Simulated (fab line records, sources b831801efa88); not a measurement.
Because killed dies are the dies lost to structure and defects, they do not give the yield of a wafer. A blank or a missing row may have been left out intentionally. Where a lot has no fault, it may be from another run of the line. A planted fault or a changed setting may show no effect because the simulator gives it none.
A single fault, viewed from 2 desks | flow sky130 | each desk holds nothing but its own numbers, with what lay behind them at the end

## AT THE TOOL OWNER'S DESK: pvd sputter-02
The tool's own readings at SKY_METAL5_SPUTTER_02 (material AlCu, target thk 1150 nm, time 61.2 s): means of the sampled wafers that have a number, for each lot that ran on this tool. Any lot whose mean is over 4 standard deviations away from the usual mean is out of limits and marked OUT; that distance is given in the brackets.
Columns: A = throttle valve pct at SKY_METAL5_SPUTTER_02, usual 30.1 %
lot  | first seen here | A
L430 | day 44 17:40    | 30.6
L431 | day 45 01:37    | 30.3
L437 | day 46 13:38    | 30.3
L442 | day 47 10:57    | 30.5
L445 | day 48 08:31    | 30.1
This desk's finding: nothing out of limits on any of the 5 lots.

## THE METROLOGY DESK
What the gauges read, lot by lot, whatever tool the lot ran on: means of the sampled wafers that have a number. Any lot whose mean is over 4 standard deviations away from the usual mean is out of limits and marked OUT; that distance is given in the brackets.
Columns: A = METAL5_ALCU_RS at SKY_METAL5_RS_MEAS_05, usual 0.02704 ohm/sq; B = METAL5_ALCU_THK at SKY_METAL5_THK_MEAS_06, usual 1167 nm
lot  | first seen here | A                 | B
L426 | day 43 20:32    | 0.02729           | 1154
L430 | day 44 17:47    | 0.02733           | 1153
L431 | day 45 01:44    | 0.02702           | 1170
L437 | day 46 13:45    | 0.02688           | 1173
L440 | day 47 02:25    | 0.02673           | 1177
L442 | day 47 11:05    | 0.03265 (+22) OUT | 1001 (-13) OUT
L443 | day 48 05:44    | 0.02705           | 1169
L445 | day 48 08:38    | 0.03299 (+23) OUT | 994 (-13) OUT
L444 | day 48 10:27    | 0.02694           | 1169
This desk's finding: out of limits on L442, L445; first on L442, day 47 11:05 (METAL5_ALCU_RS at SKY_METAL5_RS_MEAS_05). Within limits: L426, L430, L431, L437, L440, L443, L444.

## PUT TOGETHER
On L442, L445, the metrology desk was in a position to raise an alarm at day 47 11:05.
The desk of the tool owner found nothing out of limits.
The tool owner's desk has L442, L445 on record, within its limits.
All the named lots went through SKY_METAL5_SPUTTER_02 on pvd sputter-02.

## WHAT WAS PUT IN BY THE SIMULATOR
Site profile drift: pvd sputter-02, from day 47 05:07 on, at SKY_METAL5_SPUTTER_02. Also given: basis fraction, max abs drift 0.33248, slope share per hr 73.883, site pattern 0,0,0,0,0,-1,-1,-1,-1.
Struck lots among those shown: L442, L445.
Delay in hours, fault start to first out-of-limits reading, per desk: metrology desk 6.
